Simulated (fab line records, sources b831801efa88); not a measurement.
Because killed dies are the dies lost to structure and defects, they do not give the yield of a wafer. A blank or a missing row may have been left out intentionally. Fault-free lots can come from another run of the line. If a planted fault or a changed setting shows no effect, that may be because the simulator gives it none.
A struck lot beside a sound one | flow sky130 | 15 out of 708 route steps
Sound: these wafers, L853.1, L853.4, L853.5. Struck: wafers L846.1, L846.3, L846.5. The cause comes at the end.
Each step with rows lists, per side, the tool, then ch with its chambers, then its first start. Under that, the readings that differ: sound wafers | struck wafers | difference of the means | sigmas: that difference in standard deviations of wafers without a fault.
alike: readings whose means differ by less than 2 such deviations, and words and numbers that are the same on both sides. not compared: withheld readings, readings that some wafer has no value for, bounds like >300 that may hide the same value, and numbers for which the record gives no deviation and whose values overlap.
Wherever a step has rows on one side only, a row that says differs or no value, or a row with sigmas, the two part there. Non-overlapping numbers with no deviation appear without sigmas and do not part them. A reading that every wafer of one side lacks parts them only if that side has two wafers or more.

first, 8 steps without rows for these wafers: SKY_VIA1_DEHYDRATE_04 (time 60 s); SKY_VIA1_HMDS_05 (prime time 60 s); SKY_VIA1_COAT_06 (resist thk 60 nm); SKY_VIA1_COAT_07 (resist thk 450 nm); SKY_VIA1_SOFTBAKE_08 (time 90 s); SKY_VIA1_EXPOSE_09 (exposes mask VIM, target cd 150 nm); SKY_VIA1_PEB_10; SKY_VIA1_DEVELOP_11 (develop time 60 s).
SKY_VIA1_CD_MEAS_12: the cd target is 150 nm.
  sound: cd-sem-01 at day 38 12:55; struck: cd-sem-01 at day 36 13:27
  alike: cd-nm
SKY_VIA1_OVL_MEAS_13:
  sound: overlay-01 at day 38 13:02; struck: overlay-02 at day 36 13:34
  alike: VIA1_OVL
SKY_VIA1_ETCH_14: etches BARC in N2/H2, stops on SiO2, time 45.9 s, target depth 60 nm.
  sound on rie-diel-02 ch 0,2, day 38 13:04; struck on rie-diel-02 ch 0,3, day 36 13:36
  alike: drypump-motor-current-A, oes-product-au, throttle-valve-pct
  not compared: rf-hours-counter-h
SKY_VIA1_ETCH_15: etches SiO2 in C4F8/O2/Ar, stops on TiN, target depth 351 nm, time 54 s.
  sound on rie-diel-02 ch 0,2, day 38 13:07; struck on rie-diel-02 ch 0,3, day 36 13:38
  alike: oes-product-au
  not compared: rf-hours-counter-h
SKY_VIA1_STRIP_16: strips in O2/N2.
  sound on plasma-asher-03 ch 0,1, day 38 13:10; struck on plasma-asher-03 ch 0,1, day 36 13:41
  no value came back on the struck wafers for any of 5 readings (chamber-pressure-mTorr (mTorr), drypump-motor-current-A (A) and others); on the sound wafers chamber-pressure-mTorr (mTorr) reads 1500.7 1499.5 1499.9
  reading                                     | sound | struck            | difference | sigmas
  model.KrF-thick_of_VIA1_COAT_07.thk-nm (nm) | 0 0 0 | 321.2 319.8 319.6 | +320.2     |
  not compared: rf-hours-counter-h
then, 1 step without rows for these wafers: SKY_VIA1_STRIP_17 (strips in post etch residue remover, time 1200 s).
-- the record jumps here: 11 days lie between the struck wafers' starts before and after (it left off in module VIA1 and takes up again in module PAD_OPEN, whose first step shown is number 708 of the route) --
SKY_PAD_OPEN_PROBE_99:
  sound: prober-01 at day 49 03:37; struck: prober-01 at day 47 18:08
  reading                  | sound          | struck         | difference | sigmas
  defect-limited-yield (%) | 83.9 80.3 78.0 | 0 0 0          | -81        | -42
  killed_at_M0_to_M3       | 40 45 53       | 450 446 449    | +402       | +56
  killed-dies              | 79 97 108      | 492 492 492    | +397       | +44
  killed-on-rim            | 11 13 20       | 96 96 96       | +81        | +21
  sort_bin_5_function (%)  | 9.8 10.8 11.4  | 93.3 93.3 92.9 | +82.5      | +55
  sort-n-pass              | 413 395 384    | 0 0 0          | -397       | -44
  sort-yield-pct (%)       | 83.9 80.3 78.0 | 0 0 0          | -81        | -42
  alike: killed_at_M4_up, killed-at-contacts, killed-at-front-end, killed-at-other, killed-open, killed-short, sort_bin_3_pad_short, sort_bin_6_memory

WHERE THEY PART
First at SKY_VIA1_STRIP_16; last, within this record, at SKY_PAD_OPEN_PROBE_99.

WHY: whatever the simulator had introduced
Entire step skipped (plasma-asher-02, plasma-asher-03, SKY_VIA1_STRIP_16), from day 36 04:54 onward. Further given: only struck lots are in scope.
